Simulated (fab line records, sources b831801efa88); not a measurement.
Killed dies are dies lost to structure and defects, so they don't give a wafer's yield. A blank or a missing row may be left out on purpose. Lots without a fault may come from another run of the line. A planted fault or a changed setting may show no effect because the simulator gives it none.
Which tool did it? | flow sky130 | 6 lots, 18 wafers sampled, at 3 steps of a route of 708

WHAT THE GAUGES READ, wafer by wafer
SKY_CONTACT_THK_MEAS_03.
lot  | measured     | on            | CONTACT_HDPCVD_THK (nm)
L655 | day 31 17:17 | film_metro-04 | 568 565 564
L658 | day 32 14:35 | film_metro-03 | 569 566 563
L660 | day 33 12:03 | film_metro-02 | 566 567 566
L664 | day 34 23:44 | film_metro-03 | 563 566 561
L665 | day 35 09:47 | film_metro-04 | 562 562 556
L671 | day 36 16:31 | film_metro-04 | 672 677 679

WHICH TOOL RAN EACH LOT (tool, then ch and the chambers of the sampled wafers, then the start)
lot  | SKY_LDD_N_STRIP_16                   | SKY_CONTACT_HDPCVD_02
L655 | plasma_asher-01 ch 0,1, day 19 06:43 | hdpcvd-02 ch 0,1,2, day 31 17:13
L658 | plasma_asher-01 ch 0,1, day 20 06:24 | hdpcvd-02 ch 0,2, day 32 14:31
L660 | plasma_asher-01 ch 0,1, day 21 04:48 | hdpcvd-01 ch 0,2, day 33 11:58
L664 | plasma_asher-02 ch 0,1, day 22 23:26 | hdpcvd-01 ch 0,2, day 34 23:39
L665 | plasma_asher-03 ch 0,1, day 23 08:57 | hdpcvd-02 ch 0,2, day 35 09:41
L671 | plasma_asher-02 ch 0,1, day 24 16:45 | hdpcvd-01 ch 0,1,2, day 36 16:26
- SKY_LDD_N_STRIP_16: strips in O2/N2.
- SKY_CONTACT_HDPCVD_02: deposits SiO2, target thk 565 nm, time 94.2 s.

THE ANSWER, worked out from the rows above alone
Rule: what is usual is taken from the lots themselves. Put in order of their means at a reading, lots are off if they are a third of the lots or fewer, leave a main group of 4 or more, and stand apart from it by a gap of 3 or more times the standard deviation of the main group's means; of several such gaps the widest counts. A main group whose means are all the same, to the digits that the tables above print for the reading, isn't used. A lot without any number at a reading at which 4 lots or more have one is off too. The other lots that the step has rows for count as sound.
Off: L671, at SKY_CONTACT_THK_MEAS_03 (CONTACT_HDPCVD_THK). The main group: mean 564 nm, standard deviation 2.4.
A tool fits if, at a process step before that reading, it ran every lot that is off, and no sound lot after the first of them. The gauges at SKY_CONTACT_THK_MEAS_03 are tried like those tools. Can't be told from this: 3 tools fit, plasma_asher-02 at SKY_LDD_N_STRIP_16, hdpcvd-01 at SKY_CONTACT_HDPCVD_02, film_metro-04 at SKY_CONTACT_THK_MEAS_03.

WHAT THE SIMULATOR HAD PUT IN
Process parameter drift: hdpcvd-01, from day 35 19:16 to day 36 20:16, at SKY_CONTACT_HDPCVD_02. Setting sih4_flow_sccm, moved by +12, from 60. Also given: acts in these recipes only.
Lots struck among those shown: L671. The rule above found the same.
